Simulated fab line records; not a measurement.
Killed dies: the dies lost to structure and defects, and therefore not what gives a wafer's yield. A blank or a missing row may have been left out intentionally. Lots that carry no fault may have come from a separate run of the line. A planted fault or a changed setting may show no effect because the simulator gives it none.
Which tool did it? | flow gf180mcu | 6 lots, 18 wafers sampled, at 4 steps of a route of 602

## WHAT THE GAUGES SHOWED, per wafer
GF_CONTACT_THK_MEAS_03.
lot  | measured     | on            | CONTACT_CVD_02_THK (nm)
L757 | day 16 04:41 | film-metro-02 | 846 854 862
L760 | day 17 10:47 | film-metro-03 | 868 847 874
L762 | day 18 03:50 | film-metro-02 | 865 856 868
L768 | day 20 11:02 | film-metro-02 | 855 953 885
L775 | day 22 15:10 | film-metro-02 | 854 876 868
L777 | day 23 05:02 | film-metro-04 | 857 860 878

## EACH LOT AND THE TOOL THAT RAN IT (in order: tool; ch and the chambers of the sampled wafers; start)
lot  | GF_STI_STRIP_15                     | GF_HV_LDD_STRIP_49                   | GF_CONTACT_CVD_02
L757 | plasma-asher-01 ch 0,1, day 2 16:45 | plasma-asher-01 ch 0,1, day 13 07:12 | pecvd-02 ch 0,1,2, day 16 04:37
L760 | plasma-asher-01 ch 0,1, day 3 09:48 | plasma-asher-03 ch 0,1, day 14 12:13 | pecvd-02 ch 1,2, day 17 10:43
L762 | plasma-asher-04 ch 0,1, day 3 19:04 | plasma-asher-01 ch 0,1, day 15 01:53 | pecvd-01 ch 0,1, day 18 03:44
L768 | plasma-asher-04 ch 0,1, day 5 01:38 | plasma-asher-01 ch 0,1, day 17 06:00 | pecvd-01 ch 0,1,2, day 20 10:58
L775 | plasma-asher-01 ch 0,1, day 6 13:37 | plasma-asher-02 ch 0,1, day 19 10:14 | pecvd-04 ch 0,2, day 22 15:04
L777 | plasma-asher-03 ch 0,1, day 6 23:45 | plasma-asher-02 ch 0,1, day 20 00:06 | pecvd-02 ch 0,1, day 23 04:58
- GF_STI_STRIP_15: strips in O2/N2.
- GF_HV_LDD_STRIP_49: strips in O2/N2.
- GF_CONTACT_CVD_02: deposits SiO2 from TEOS, target thk 860 nm, time 95.992 s.

## THE ANSWER, worked out from the rows above alone
Rule: the lots themselves supply what counts as usual. The widest of any qualifying gaps counts: lots, ordered by their means at a reading, are off when they make up no more than a third of the lots, leave a main group of 4 or more, and stand apart from it by 3 or more times the standard deviation of that group's means. A main group whose means are all the same, to the digits that the tables above print for the reading, isn't used. Also off: a lot with no number at a reading for which 4 or more lots have one. All remaining lots with rows at the step are treated as sound.
Off: L768, seen at GF_CONTACT_THK_MEAS_03 (CONTACT_CVD_02_THK). Mean 862 nm and standard deviation 4.3 in the main group.
A tool fits if, at a process step before that reading, it ran every lot that is off, and no sound lot after the first of them. Gauges at GF_CONTACT_THK_MEAS_03: tried the same way as those tools. Can't be told from this: 3 tools fit, plasma-asher-04 at GF_STI_STRIP_15, plasma-asher-01 at GF_HV_LDD_STRIP_49, pecvd-01 at GF_CONTACT_CVD_02.

## WHAT HAD BEEN PUT IN BY THE SIMULATOR
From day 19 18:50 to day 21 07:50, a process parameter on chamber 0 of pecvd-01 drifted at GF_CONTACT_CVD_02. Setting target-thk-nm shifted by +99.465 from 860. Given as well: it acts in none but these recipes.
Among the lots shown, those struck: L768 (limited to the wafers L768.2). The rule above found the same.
